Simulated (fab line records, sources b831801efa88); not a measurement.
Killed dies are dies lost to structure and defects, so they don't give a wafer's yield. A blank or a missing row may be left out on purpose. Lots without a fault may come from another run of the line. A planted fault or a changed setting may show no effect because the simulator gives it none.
A struck lot beside a sound one | flow sky130 | 14 steps out of a route of 708
Sound: wafers L315.1, L315.3, L315.5. Struck: wafers L313.2, L313.3, L313.4. The cause comes at the end.
At each step with rows: each side's tool, then ch and its chambers, then its first start. Under that, the readings that differ: sound wafers | struck wafers | difference of the means | sigmas: that difference in standard deviations of wafers without a fault.
alike: readings whose means differ by less than 2 such deviations, and words and numbers that are the same on both sides. not compared: withheld readings, readings that some wafer has no value for, bounds like >300 that may hide the same value, and numbers for which the record gives no deviation and whose values overlap.
The two part at a step that has a row with sigmas, a row that says differs or no value, or rows on one side only. Numbers that don't overlap but have no deviation are shown without sigmas and don't part them. A reading that every wafer of one side lacks parts them only if that side has two wafers or more.

first, 1 step without rows for these wafers: SKY_VT_ADJUST_HVTP_DEVELOP_06 (develop time 60 s).
SKY_VT_ADJUST_HVTP_CD_MEAS_07: target cd 380 nm.
  sound on cd_sem-02, day 11 12:59; struck on cd_sem-02, day 11 02:01
  alike: cd_nm
SKY_VT_ADJUST_HVTP_OVL_MEAS_08:
  sound on overlay-01, day 11 13:07; struck on overlay-02, day 11 02:07
  alike: VT_ADJUST_HVTP_OVL
then, 1 step without rows for these wafers: SKY_VT_ADJUST_HVTP_IMPLANT_09.
SKY_VT_ADJUST_HVTP_STRIP_10: strips in O2/N2.
  sound on plasma_asher-01 ch 1, day 11 13:18; struck on plasma_asher-04 ch 0,1, day 11 02:18
  reading                     | sound       | struck      | difference | sigmas
  drypump_motor_current_A (A) | 6.5 6.5 6.4 | 5.6 5.6 5.5 | -0.9       | -2
  alike: o2_flow_sccm, oes_product_au, strip_time_to_endpoint_s
  not compared: rf_hours_counter_h
SKY_VT_ADJUST_HVTP_TW_MEAS_11:
  sound on film_metro-03, day 11 13:24; struck on film_metro-03, day 11 02:25
  alike: VT_ADJUST_HVTP_TW
then, 6 steps without rows for these wafers: SKY_VT_ADJUST_LVTN_DEHYDRATE_00 (time 60 s); SKY_VT_ADJUST_LVTN_HMDS_01 (prime time 60 s); SKY_VT_ADJUST_LVTN_COAT_02 (resist thk 3000 nm); SKY_VT_ADJUST_LVTN_SOFTBAKE_03; SKY_VT_ADJUST_LVTN_EXPOSE_04 (exposes mask NWM COMPLEMENT LESS NATIVE, target cd 840 nm); SKY_VT_ADJUST_LVTN_PEB_05.
SKY_VT_ADJUST_LVTN_DEVELOP_06: develop time 60 s.
  sound on litho_track-02 ch 0, day 12 13:00; struck on litho_track-02, day 12 02:00
  no value came back on the struck wafers for chill_plate_temp_C (C), develop_time_s (s); on the sound wafers chill_plate_temp_C (C) reads 22.97 23.12 23.06
SKY_VT_ADJUST_LVTN_OVL_MEAS_07:
  sound on overlay-01, day 12 13:39; struck on overlay-02, day 12 03:06
  reading                 | sound        | struck | difference                    | sigmas
  VT_ADJUST_LVTN_OVL (nm) | -0.1 0.1 0.1 | - - -  | no value on the struck wafers |

WHERE THEY PART
First at SKY_VT_ADJUST_HVTP_STRIP_10; last, within this record, at SKY_VT_ADJUST_LVTN_OVL_MEAS_07.

WHY: what the simulator had put in
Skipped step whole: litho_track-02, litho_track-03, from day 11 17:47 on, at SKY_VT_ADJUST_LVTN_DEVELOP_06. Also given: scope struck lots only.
